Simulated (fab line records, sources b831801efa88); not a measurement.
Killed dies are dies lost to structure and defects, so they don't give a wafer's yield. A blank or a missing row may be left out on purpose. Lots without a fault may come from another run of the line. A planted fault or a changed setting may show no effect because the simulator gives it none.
Split-lot experiment | flow sky130 | 5 lots, 23 wafers read, on a route of 708 steps

THE SPLIT
At SKY_SONOS_TUNNEL_IMPLANT_09, the setting energy_kev was moved away from the recipe's 20 on 9 of the 23 wafers read, by -4.5% to +5.8%. The other wafers ran this setting at the recipe's value.

The reading is taken at the split's own step.

THE READING
implant.drp_nm (the simulator's own value, which no gauge read), in nm, at SKY_SONOS_TUNNEL_IMPLANT_09. The file gives no usual value for it.

wafer  | tool, chamber at the split | energy_kev as run | against the recipe | implant.drp_nm, nm | against lot-mates on the recipe
L075.1 | implanter-02, 0            | 20                | recipe             | 28.34              | -
L075.2 | implanter-02, 0            | 20                | recipe             | 28.34              | -
L075.5 | implanter-02, 0            | 20                | recipe             | 28.34              | -
L076.1 | implanter-02, 0            | 19.49             | -2.6%              | 27.83              | -0.51
L076.4 | implanter-02, 0            | 19.49             | -2.6%              | 27.83              | -0.51
L076.6 | implanter-02, 0            | 19.49             | -2.6%              | 27.83              | -0.51
L076.3 | implanter-02, 0            | 20                | recipe             | 28.34              | -
L076.5 | implanter-02, 0            | 20                | recipe             | 28.34              | -
L077.1 | implanter-02, 0            | 20                | recipe             | 28.34              | -
L077.2 | implanter-02, 0            | 20                | recipe             | 28.34              | -
L077.3 | implanter-02, 0            | 21.16             | +5.8%              | 29.66              | +1.32
L077.5 | implanter-02, 0            | 21.16             | +5.8%              | 29.66              | +1.32
L077.6 | implanter-02, 0            | 21.16             | +5.8%              | 29.66              | +1.32
L082.1 | implanter-01, 0            | 19.1              | -4.5%              | 27.44              | -0.90
L082.2 | implanter-01, 0            | 19.1              | -4.5%              | 27.44              | -0.90
L082.6 | implanter-01, 0            | 19.1              | -4.5%              | 27.44              | -0.90
L082.4 | implanter-01, 0            | 20                | recipe             | 28.34              | -
L082.5 | implanter-01, 0            | 20                | recipe             | 28.34              | -
L083.1 | implanter-02, 0            | 20                | recipe             | 28.34              | -
L083.3 | implanter-02, 0            | 20                | recipe             | 28.34              | -
L083.4 | implanter-02, 0            | 20                | recipe             | 28.34              | -
L083.5 | implanter-02, 0            | 20                | recipe             | 28.34              | -
L083.6 | implanter-02, 0            | 20                | recipe             | 28.34              | -

THE FIT
A straight line over all 23 wafers: implant.drp_nm changes by +0.216 nm for each +1% of energy_kev; r = +1.00; the points scatter about the line by 0.032 nm.
The same after taking each lot's own level away (the mean of its wafers on the recipe; 23 wafers): +0.216 nm for each +1%; r = +1.00; scatter 0.032 nm.
On that fit, the largest move of energy_kev shifts the reading by 1.3 nm.
The lots' own levels span 28.340 to 28.340 nm.
So the lot-to-lot level changes the slope little: the two slopes agree.
Check: with one of the wafers moved furthest among these (+5.8%) left out of the fit, the line predicts +1.26 nm for it against its lot-mates. It came out at +1.32 nm against them.

OTHER SPLITS ON THESE WAFERS
These wafers also went through other splits before the reading. Each is held against what the fit with the lots' levels taken away leaves over:
other split on the same wafers           | wafers away from the commonest value | r with implant.drp_nm (lot level and that fit taken away)
SKY_FIELD_ISO_COAT_07 spin_rpm           | 9                                    | -0.27
SKY_NWELL_IMPLANT_12 energy_kev          | 8                                    | +0.52
SKY_NWELL_STRIP_14 overash_fraction      | 5                                    | +0.31
SKY_VT_ADJUST_HVTP_IMPLANT_09 dose_cm2   | 6                                    | -0.16
SKY_VT_ADJUST_LVTN_EXPOSE_15 dose_mj     | 8                                    | +0.16
SKY_VT_ADJUST_HVTR_COAT_02 resist_thk_nm | 9                                    | -0.40
SKY_VT_ADJUST_HVTR_IMPLANT_09 energy_kev | 9                                    | +0.16
SKY_VT_ADJUST_PCH_STRIP_09 power_w       | 5                                    | +0.12

THE WHOLE CHAIN: every reading that the file lists as answering this split, in the file's order
step                        | what it does | reading                                                         | change (the file's fit)               | r (the file's)
SKY_SONOS_TUNNEL_IMPLANT_09 |              | implant.rp_nm (the simulator's own value, which no gauge read)  | +0.655 nm for each +1% of the setting | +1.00
SKY_SONOS_TUNNEL_IMPLANT_09 |              | implant.drp_nm (the simulator's own value, which no gauge read) | +0.216 nm for each +1% of the setting | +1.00

THE FILE'S OWN FIT
implant.drp_nm changes by +0.216 nm for each +1% of energy_kev, r = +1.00.
